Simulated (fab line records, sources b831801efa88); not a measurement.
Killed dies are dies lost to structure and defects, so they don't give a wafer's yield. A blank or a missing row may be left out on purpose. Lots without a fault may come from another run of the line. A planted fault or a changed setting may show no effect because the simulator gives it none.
Chamber matching | flow sky130 | SKY_VIA1_ETCH_15 on rie_diel-02: 4 sister chambers
The step etches SiO2 in C4F8/O2/Ar, stops on TiN, target depth 351 nm, time 54 s. 14 wafers are shown with their chamber, then 7 later ones without.

WAFERS WITH THEIR CHAMBER
wafer  | chamber | oes_product_au (a.u.)
L078.1 | 3       | 0.983
L078.2 | 1       | 0.985
L078.3 | 0       | 0.982
L078.4 | 2       | 0.989
L078.5 | 1       | 0.980
L078.6 | 2       | 0.974
L082.2 | 3       | 0.979
L082.3 | 2       | 0.981
L082.6 | 1       | 0.983
L085.1 | 2       | 0.982
L085.2 | 1       | 0.978
L085.3 | 0       | 0.981
L086.1 | 2       | 0.980
L086.2 | 3       | 0.976

SIGNATURES (means of the wafers above)
reading        | chamber 0 | chamber 1 | chamber 2 | chamber 3 | scatter within a chamber
oes_product_au | 0.98150   | 0.98150   | 0.98120   | 0.97933   | 0.00411
Rule: a wafer's distance from a chamber is the root of the sum, over the readings, of the square of ((its reading less the chamber's mean) divided by the reading's scatter). The wafer belongs to the nearest chamber; if the next one is less than 2 further off, it can't be placed. The scatter: the root of (the sum of the squares of (reading less its chamber's mean) over the shown wafers, divided by (wafers less chambers)).

WAFERS WITHOUT THEIR CHAMBER
wafer  | oes_product_au (a.u.)
L086.6 | 0.989
L087.3 | 0.981
L087.4 | 0.982
L087.6 | 0.986
L092.3 | 0.980
L092.4 | 0.988
L092.5 | 0.983

WHICH CHAMBER EACH WENT THROUGH
wafer  | from the rows above               | in truth
L086.6 | can't be placed: 0 or 1 or 2 or 3 | 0
L087.3 | can't be placed: 2 or 0 or 1 or 3 | 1
L087.4 | can't be placed: 0 or 1 or 2 or 3 | 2
L087.6 | can't be placed: 0 or 1 or 2 or 3 | 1
L092.3 | can't be placed: 3 or 2 or 0 or 1 | 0
L092.4 | can't be placed: 0 or 1 or 2 or 3 | 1
L092.5 | can't be placed: 0 or 1 or 2 or 3 | 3
Placed correctly: 0 of 7. Can't be placed from these rows: 7 (the true chamber is among the candidates in 7). Placed wrongly: 0.
